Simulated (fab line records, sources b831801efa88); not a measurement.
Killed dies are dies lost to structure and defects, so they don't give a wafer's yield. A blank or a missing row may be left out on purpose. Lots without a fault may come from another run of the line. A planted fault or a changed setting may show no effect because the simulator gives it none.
fab line records | flow sky130
record lots=6 wafers=18 last_day=50
route steps=708 shown SD_P@326 RES_XHIGH@332
lots that met no fault: from a run of the same line without faults
start_h: hours from the record's first day to the start of the lot's first wafer shown | wait_h: hours since the lot's step before | " the same as in the row above | L1.1+2: a row that stands for several wafers | - no value, or no start given | * or withheld: withheld | < > ~ a bound
route shown NAME@n: a module of which the file shows steps, and the number in the route of the first | usual: mean/standard deviation of fault-free wafers | same: alike in all rows | chamber/n: place in a boat | sites: the reading at each site | _std_site: their standard deviation | _edge_site: outer sites' mean less inner sites' | radius_mm: how far each site lies from the wafer's centre | mask NAME#n: copy n | behind: the tool/chamber that last shaped the wafer | hold: why the lot was held/for how many hours/how that ended | device: the transistor (n, p or np) that didn't switch | end of line: the same wafers' tests at the end of the route | a step without rows: its recipe alone | killed: dies lost to structure and defects at the first sort, not the wafer's yield | map: a wafer's dies, x killed, . not, _ none there
set.NAME: the setting as run; set.NAME@STEP: as run at that earlier step | model.NAME: the simulator's own value behind a step, which no gauge read
lots at some steps of the route; a table a step, a row a wafer
services: from which hour (start_h, from the record's first day; less than 0 if before it) a tool's chamber was out of use, for how many hours, and why
## steps
# step SKY_SD_P_DEVELOP_06
# recipe resist=NOVOLAK developer=TMAH develop_time_s=60 dev_temp_c=23
# step SKY_SD_P_CD_MEAS_07
# recipe target_cd_nm=380
# usual cd_nm=380.2/2.4
# columns lot.wafer tool chamber start_h wait_h cd_nm
L466.1 cd_sem-02 - 593.49 0.1 383.0
L466.2 " - " " 380.7
L466.5 " - " " 384.9
L467.1 cd_sem-02 - 598.83 0.1 379.7
L467.4 " - " " 382.2
L467.6 " - " " 381.1
L480.2 cd_sem-01 - 703.45 0.1 382.3
L480.3 " - " " 381.8
L480.5 " - " " 380.9
L481.3 cd_sem-01 - 710.28 0.1 379.3
L481.5 " - " " 378.5
L481.6 " - " " 377.4
L486.1 cd_sem-01 - 747.58 0.1 384.5
L486.5 " - " " 382.7
L486.6 " - " " 382.7
L488.1 cd_sem-01 - 763.84 0.1 378.7
L488.4 " - " " 381.0
L488.6 " - " " 378.6
# step SKY_SD_P_OVL_MEAS_08
# usual SD_P_OVL=0.9/1.3
# columns lot.wafer tool chamber start_h wait_h SD_P_OVL[nm]
L466.1 overlay-01 - 593.61 0.1 -0.1
L466.2 " - " " -0.6
L466.5 " - " " -0.9
L467.1 overlay-02 - 598.95 0.1 0.1
L467.4 " - " " 1.0
L467.6 " - " " 0.4
L480.2 overlay-02 - 703.56 0.1 0.7
L480.3 " - " " 2.7
L480.5 " - " " 1.9
L481.3 overlay-02 - 710.37 0.1 2.0
L481.5 " - " " 2.3
L481.6 " - " " 1.1
L486.1 overlay-02 - 747.70 0.1 0.9
L486.5 " - " " 1.1
L486.6 " - " " 0.1
L488.1 overlay-01 - 763.96 0.1 -0.4
L488.4 " - " " 0.8
L488.6 " - " " -1.2
# step SKY_SD_P_IMPLANT_09
# recipe species=BF2 energy_kev=20 dose_cm2=3e+15 tilt_deg=0
# step SKY_SD_P_STRIP_10
# recipe chemistry=O2/N2 power_w=1400 pressure_mtorr=1500 platen_temp_c=withheld o2_flow_sccm=3000 n2_flow_sccm=300 overash_fraction=0.5
# usual drypump_motor_current_A=5.6/0.32 oes_product_au=0.617/0.004 strip_time_to_endpoint_s=17.50/0.052
# columns lot.wafer tool chamber start_h wait_h drypump_motor_current_A oes_product_au rf_hours_counter_h strip_time_to_endpoint_s
L466.1 plasma_asher-04 1 593.79 0.1 5.8 0.621 45 17.43
L466.2 " 0 " " 5.7 0.623 45 17.45
L466.5 " 1 " " 5.8 0.621 - 17.42
L467.1 plasma_asher-01 0 599.14 0.1 6.2 0.607 18 17.51
L467.4 " 0 " " 6.1 0.616 - 17.45
L467.6 " 1 " " 5.9 0.612 - 17.47
L480.2 plasma_asher-04 1 703.74 0.1 5.8 0.612 56 17.42
L480.3 " 0 " " 5.8 0.611 - 17.48
L480.5 " 0 " " 5.8 0.615 - 17.48
L481.3 plasma_asher-03 1 710.58 0.1 5.2 0.627 - 17.57
L481.5 " 0 " " 5.3 0.626 - 17.50
L481.6 " 1 " " 5.2 0.620 - 17.53
L486.1 plasma_asher-03 1 747.89 0.1 5.2 0.613 89 17.46
L486.5 " 1 " " 5.2 0.623 - 17.54
L486.6 " 0 " " 5.3 0.623 - 17.49
L488.1 plasma_asher-03 0 764.14 0.1 5.3 0.622 91 17.54
L488.4 " 1 " " 5.2 0.611 - 17.52
L488.6 " 1 " " 5.2 0.622 - 17.52
# step SKY_SD_P_TW_MEAS_11
# usual SD_P_TW=2840/20
# columns lot.wafer tool chamber start_h wait_h SD_P_TW
L466.1 film_metro-04 - 593.89 0.1 2861
L466.2 " - " " 2884
L466.5 " - " " 2853
L467.1 film_metro-04 - 599.24 0.1 2886
L467.4 " - " " 2879
L467.6 " - " " 2868
L480.2 film_metro-02 - 703.85 0.1 2828
L480.3 " - " " 2807
L480.5 " - " " 2807
L481.3 film_metro-02 - 710.66 0.1 2828
L481.5 " - " " 2821
L481.6 " - " " 2834
L486.1 film_metro-04 - 747.99 0.1 2870
L486.5 " - " " 2865
L486.6 " - " " 2846
L488.1 film_metro-02 - 764.24 0.1 2813
L488.4 " - " " 2824
L488.6 " - " " 2806
# step SKY_RES_XHIGH_DEHYDRATE_00
# recipe temp_c=200 time_s=60
# step SKY_RES_XHIGH_HMDS_01
# recipe prime_time_s=60 prime_temp_c=120
# step SKY_RES_XHIGH_COAT_02
# recipe resist=NOVOLAK spin_rpm=3000 resist_thk_nm=1140
# step SKY_RES_XHIGH_SOFTBAKE_03
# recipe temp_c=90 time_s=60 resist=NOVOLAK
# step SKY_RES_XHIGH_EXPOSE_04
# recipe mask_id=URPM na=0.6 source_shape=conventional sigma_outer=0.6 polarization=unpolarized target_cd_nm=1270 dose_mj=140
# step SKY_RES_XHIGH_PEB_05
# recipe temp_c=withheld time_s=* resist=NOVOLAK
# step SKY_RES_XHIGH_DEVELOP_06
# recipe resist=NOVOLAK developer=TMAH develop_time_s=60 dev_temp_c=23
# usual chill_plate_temp_C=22.99/0.12 develop_time_s=60/0
# columns lot.wafer tool chamber start_h wait_h chill_plate_temp_C develop_time_s
L466.1 litho_track-01 0 622.98 0.1 22.81 60
L466.2 " 0 " " 22.84 60
L466.5 " 0 " " 22.88 60
L467.1 litho_track-02 0 628.50 0.1 22.95 60
L467.4 " 0 " " 22.95 60
L467.6 " 0 " " 23.02 60
L480.2 litho_track-01 - 731.80 0.1 - -
L480.3 " - " " - -
L480.5 " - " " - -
L481.3 litho_track-01 - 737.48 0.1 - -
L481.5 " - " " - -
L481.6 " - " " - -
L486.1 litho_track-01 0 773.98 0.1 22.75 60
L486.5 " 0 " " 22.83 60
L486.6 " 0 " " 22.72 60
L488.1 litho_track-03 0 789.74 0.1 23.04 60
L488.4 " 0 " " 22.87 60
L488.6 " 0 " " 22.80 60
# step SKY_RES_XHIGH_IMPLANT_07
# recipe species=BF2 energy_kev=20 dose_cm2=3.6e+14 tilt_deg=0
# step SKY_RES_XHIGH_STRIP_08
# recipe chemistry=O2/N2 power_w=1400 pressure_mtorr=1500 platen_temp_c=withheld o2_flow_sccm=3000 n2_flow_sccm=300 overash_fraction=0.5
# usual drypump_motor_current_A=5.7/0.43 oes_product_au=0.711/0.004 strip_time_to_endpoint_s=14.27/0.042
# columns lot.wafer tool chamber start_h wait_h drypump_motor_current_A oes_product_au rf_hours_counter_h strip_time_to_endpoint_s
L466.1 plasma_asher-04 1 623.28 0.1 5.8 0.701 48 14.24
L466.2 " 0 " " 5.7 0.706 48 14.26
L466.5 " 0 " " 5.8 0.713 - 14.30
L467.1 plasma_asher-03 1 628.80 0.1 5.2 0.706 77 14.32
L467.4 " 0 " " 5.3 0.716 - 14.36
L467.6 " 1 " " 5.2 0.709 - 14.30
L480.2 plasma_asher-04 0 732.08 0.1 5.8 0.704 58 14.28
L480.3 " 0 " " 5.8 0.708 - 14.30
L480.5 " 1 " " 5.7 0.709 - 14.24
L481.3 plasma_asher-04 0 737.76 0.1 5.8 0.708 - 14.24
L481.5 " 0 " " 5.7 0.716 - 14.26
L481.6 " 1 " " 5.8 0.717 - 14.24
L486.1 plasma_asher-03 0 774.28 0.1 5.3 0.714 92 14.25
L486.5 " 1 " " 5.2 0.711 - 14.28
L486.6 " 0 " " 5.3 0.702 - 14.24
L488.1 plasma_asher-03 0 790.04 0.1 5.3 0.710 93 14.37
L488.4 " 0 " " 5.3 0.721 - 14.31
L488.6 " 0 " " 5.3 0.709 - 14.28
# step SKY_RES_XHIGH_TW_MEAS_09
# usual RES_XHIGH_TW=1644/9
# columns lot.wafer tool chamber start_h wait_h hold RES_XHIGH_TW
L466.1 film_metro-02 - 623.38 0.1 - 1640
L466.2 " - " " - 1649
L466.5 " - " " - 1650
L467.1 film_metro-02 - 628.90 0.1 - 1641
L467.4 " - " " - 1648
L467.6 " - " " - 1650
L480.2 film_metro-02 - 732.19 0.1 await_dispo/0.2h/release 30
L480.3 " - " " await_dispo/0.2h/release 30
L480.5 " - " " await_dispo/0.2h/release 30
L480.2 film_metro-02 - 732.42 0.2 - 30
L480.3 " - " " - 30
L480.5 " - " " - 30
L481.3 film_metro-02 - 737.85 0.1 await_dispo/0.2h/release 30
L481.5 " - " " await_dispo/0.2h/release 30
L481.6 " - " " await_dispo/0.2h/release 30
L481.3 film_metro-02 - 738.08 0.2 - 30
L481.5 " - " " - 30
L481.6 " - " " - 30
L486.1 film_metro-04 - 774.38 0.1 - 1657
L486.5 " - " " - 1660
L486.6 " - " " - 1653
L488.1 film_metro-01 - 790.14 0.1 - 1644
L488.4 " - " " - 1654
L488.6 " - " " - 1643
## services
# columns tool chamber start_h hours kind
plasma_asher-04 - 570.64 15.6 pm
plasma_asher-03 - 587.34 13.0 repair
plasma_asher-01 - 648.10 1.1 repair
plasma_asher-03 - 670.19 0.3 repair
plasma_asher-03 - 705.41 2.8 pm
plasma_asher-01 - 780.62 1.8 repair
## key
first_sign step=SKY_RES_XHIGH_DEVELOP_06 reading=tool_record direction=missing
effect step=SKY_RES_XHIGH_TW_MEAS_09 reading=visit direction=added
effect step=SKY_RES_XHIGH_TW_MEAS_09 reading=RES_XHIGH_TW direction=down sigmas=99+ usual=1644 struck=30
met_at SKY_RES_XHIGH_DEVELOP_06
struck_wafers L480.2,L480.3,L480.5,L481.3,L481.5,L481.6
scrapped_behind SKY_RES_XHIGH_TW_MEAS_09 L480.2,L480.3,L480.5,L481.3,L481.5,L481.6
onset_between 622.98 731.80
fault kind=skipped_step_whole tool=litho_track-01 chamber=- onset_h=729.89 steps=SKY_RES_XHIGH_DEVELOP_06 scope=struck_lots_only
